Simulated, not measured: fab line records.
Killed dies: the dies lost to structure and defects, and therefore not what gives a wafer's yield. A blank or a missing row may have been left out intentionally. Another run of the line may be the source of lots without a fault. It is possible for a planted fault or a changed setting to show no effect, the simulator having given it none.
Struck lot and sound lot, side by side / flow gf180mcu / 27 out of 602 route steps
Sound: wafers L558.3, L558.5, L558.6. Struck: wafers L548.3, L548.5. (L548.2 of the same lot was not struck and is left out.) The cause comes at the end.
Order at every step that has rows: each side's tool, ch and its chambers, its first start. Under that, the readings that differ: sound wafers / struck wafers / difference of the means / sigmas: that difference in standard deviations of wafers without a fault.
alike: same words and numbers on both sides, and readings whose means sit less than 2 such deviations apart. not compared: any withheld reading, any reading some wafer has no value for, any bound like >300 that may hide the same value, and any number with overlapping values for which the record gives no deviation.
A row with sigmas, a row that says differs or no value, or rows on one side alone: a step with any of these is where the two part. Numbers that have no deviation but don't overlap get no sigmas and don't part them. A reading that every wafer of one side lacks parts them only if that side has two wafers or more.

first, 2 steps without rows for these wafers: GF_V4_SPUTTER_22 (material TiN, target thk 10 nm, time 40 s); GF_V4_CVD_23 (deposits W, target thk 350 nm, time 104.9 s).
GF_V4_RS_MEAS_24: measures by four-point-probe.
  sound: film metro-01 at day 30 14:23; struck: film metro-01 at day 27 23:29
  alike: V4_W_RS
GF_V4_THK_MEAS_25: measures by xrf.
  sound: film metro-01 at day 30 14:29; struck: film metro-01 at day 27 23:36
  alike: V4_W_THK
then, 1 step without rows for these wafers: GF_V4_CMP_26 (polishes, stops on SiO2, t overpolish 15 s, target thk 0 nm).
GF_MIM_SPUTTER_00: material Ti, target thk 37.5 nm, time 150 s.
  sound: pvd sputter-02 at day 30 14:50; struck: pvd sputter-01 at day 27 23:57
  alike: throttle valve pct
GF_MIM_SPUTTER_01: material TiN, target thk 30 nm, time 25 s.
  sound: pvd sputter-02 at day 30 14:56; struck: pvd sputter-01 at day 28 00:03
  alike: throttle valve pct
then, 2 steps without rows for these wafers: GF_MIM_SPUTTER_02 (material AlCu, target thk 450 nm, time 23.9 s); GF_MIM_SPUTTER_03 (material Ti, target thk 10 nm, time 6.7 s).
GF_MIM_SPUTTER_04: material TiN, target thk 50 nm, time 41.7 s.
  sound: pvd sputter-02 at day 30 15:01; struck: pvd sputter-01 at day 28 00:08
  alike: throttle valve pct
then, 1 step without rows for these wafers: GF_MIM_CVD_05 (deposits Si3N4, target thk 42 nm, time 29.086 s).
GF_MIM_THK_MEAS_06:
  sound: film metro-01 at day 30 15:06; struck: film metro-04 at day 28 00:13
  alike: MIM_CVD_05_THK
GF_MIM_SPUTTER_07: material TiN, target thk 60 nm, time 50 s.
  sound: pvd sputter-04 at day 30 15:08; struck: pvd sputter-04 at day 28 00:16
reading=model.TiN_of_MIM_SPUTTER_07.thk nm (nm); sound=60.34 60.33 61.13; struck=45.73 45.76; difference=-14.86; sigmas=
  alike: throttle valve pct
GF_MIM_SPUTTER_08: material AlCu, target thk 200 nm, time 10.92 s.
  sound: pvd sputter-04 at day 30 15:11; struck: pvd sputter-04 at day 28 00:19
  alike: throttle valve pct
GF_MIM_SPUTTER_09: material TiN, target thk 35 nm, time 29.2 s.
  sound: pvd sputter-04 at day 30 15:13; struck: pvd sputter-04 at day 28 00:20
  alike: throttle valve pct
GF_MIM_RS_MEAS_10: measures by four-point-probe.
  sound: film metro-04 at day 30 15:17; struck: film metro-03 at day 28 00:23
  alike: MIM_ALCU_RS
GF_MIM_THK_MEAS_11: measures by xrf.
  sound: film metro-04 at day 30 15:23; struck: film metro-03 at day 28 00:30
  alike: MIM_ALCU_THK
then, 7 steps without rows for these wafers: GF_MIM_DEHYDRATE_12 (time 60 s); GF_MIM_HMDS_13 (prime time 60 s); GF_MIM_COAT_14 (resist thk 1000 nm); GF_MIM_SOFTBAKE_15 (time 60 s); GF_MIM_EXPOSE_16 (exposes mask FuseTop, target cd 2000 nm); GF_MIM_PEB_17; GF_MIM_DEVELOP_18 (develop time 60 s).
GF_MIM_METAL_ETCH_19: etches the open film in Cl2/BCl3, stops on Si3N4, target depth 324.5 nm, time 54.1 s.
  sound on rie metal-04 ch 0,1, day 31 08:43; struck on rie metal-04 ch 0,1, day 28 20:01
reading=oes product au (a.u.); sound=0.945 0.940 0.941; struck=0.915 0.916; difference=-0.026; sigmas=-4
reading=throttle valve pct (%); sound=28.263 28.275 28.288; struck=28.300 28.298; difference=+0.024; sigmas=+2
  alike: drypump motor current A
  not compared: rf hours counter h
then, 2 steps without rows for these wafers: GF_MIM_STRIP_20 (strips in O2/N2); GF_PASSIVATION_PROBE_99.

## WHERE THEY PART
At GF_MIM_METAL_ETCH_19 and nowhere else, as far as this record goes.

WHY: what the simulator had put in
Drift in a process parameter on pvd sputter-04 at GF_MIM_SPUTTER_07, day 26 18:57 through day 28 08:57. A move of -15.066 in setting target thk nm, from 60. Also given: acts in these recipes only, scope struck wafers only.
